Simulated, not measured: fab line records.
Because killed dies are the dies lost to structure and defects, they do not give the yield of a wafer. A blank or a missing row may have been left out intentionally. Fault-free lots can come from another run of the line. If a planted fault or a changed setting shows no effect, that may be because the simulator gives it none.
A lot that was struck, set against a sound lot | flow sky130 | 14 steps out of a route of 708
Sound: the wafers L671.2, L671.3, L671.5. Struck: wafers L662.2, L662.3, L662.5. The cause is given at the end.
Order at every step that has rows: each side's tool, ch and its chambers, its first start. Under that, the readings that differ: sound wafers | struck wafers | difference of the means | sigmas: that difference in standard deviations of wafers without a fault.
alike: readings with means less than 2 such deviations apart, plus words and numbers identical on both sides. not compared: withheld readings, readings lacking a value on some wafer, bounds such as >300 that could conceal the same value, and numbers that have no deviation in the record and whose values overlap.
A row with sigmas, a row that says differs or no value, or rows on one side alone: a step with any of these is where the two part. When numbers do not overlap yet have no deviation, they are printed without sigmas and do not part them. A reading that every wafer of one side lacks parts them only if that side has two wafers or more.

SKY_METAL2_SPUTTER_00: material Ti, target thk 15 nm, time 10 s.
  sound on pvd_sputter-04 at day 38 16:10; struck on pvd_sputter-01 at day 35 16:46
  alike: throttle_valve_pct
SKY_METAL2_SPUTTER_01: material TiN, target thk 20 nm, time 16.7 s.
  sound on pvd_sputter-04 at day 38 16:11; struck on pvd_sputter-01 at day 35 16:47
  alike: throttle_valve_pct
SKY_METAL2_SPUTTER_02: material AlCu, target thk 250 nm, time 13.3 s.
  sound on pvd_sputter-04 at day 38 16:13; struck on pvd_sputter-01 at day 35 16:49
  alike: throttle_valve_pct
SKY_METAL2_SPUTTER_03: material Ti, target thk 5 nm, time 3.3 s.
  sound on pvd_sputter-04 at day 38 16:14; struck on pvd_sputter-01 at day 35 16:50
  alike: throttle_valve_pct
SKY_METAL2_SPUTTER_04: material TiN, target thk 70 nm, time 58.3 s.
  sound on pvd_sputter-04 at day 38 16:16; struck on pvd_sputter-01 at day 35 16:51
  alike: throttle_valve_pct
SKY_METAL2_RS_MEAS_05: the measuring method here is four-point-probe.
  sound on film_metro-01 at day 38 16:19; struck on film_metro-04 at day 35 16:55
  alike: METAL2_ALCU_RS
SKY_METAL2_THK_MEAS_06: measures by xrf.
  sound on film_metro-01 at day 38 16:26; struck on film_metro-04 at day 35 17:02
  alike: METAL2_ALCU_THK
then, 5 steps without rows for these wafers: SKY_METAL2_DEHYDRATE_07 (time 60 s); SKY_METAL2_HMDS_08 (prime time 60 s); SKY_METAL2_COAT_09 (resist thk 60 nm); SKY_METAL2_COAT_10 (resist thk 450 nm); SKY_METAL2_SOFTBAKE_11 (time 90 s).
SKY_METAL2_EXPOSE_12: exposes mask MM2, target cd 140 nm.
  struck on krf_scanner-02, day 36 07:06; sound on krf_scanner-01 ch 0, day 39 04:44
  no value came back on the struck wafers for exposure_dose_mJ_cm2, focus_offset_nm (nm); on the sound wafers exposure_dose_mJ_cm2 reads 27.96 27.92 27.91
  alike: mask
after that, 1 step had no rows for these wafers: SKY_METAL2_PEB_13.

## WHERE THEY PART
Only at SKY_METAL2_EXPOSE_12, within this record.

WHY: what the simulator had put in
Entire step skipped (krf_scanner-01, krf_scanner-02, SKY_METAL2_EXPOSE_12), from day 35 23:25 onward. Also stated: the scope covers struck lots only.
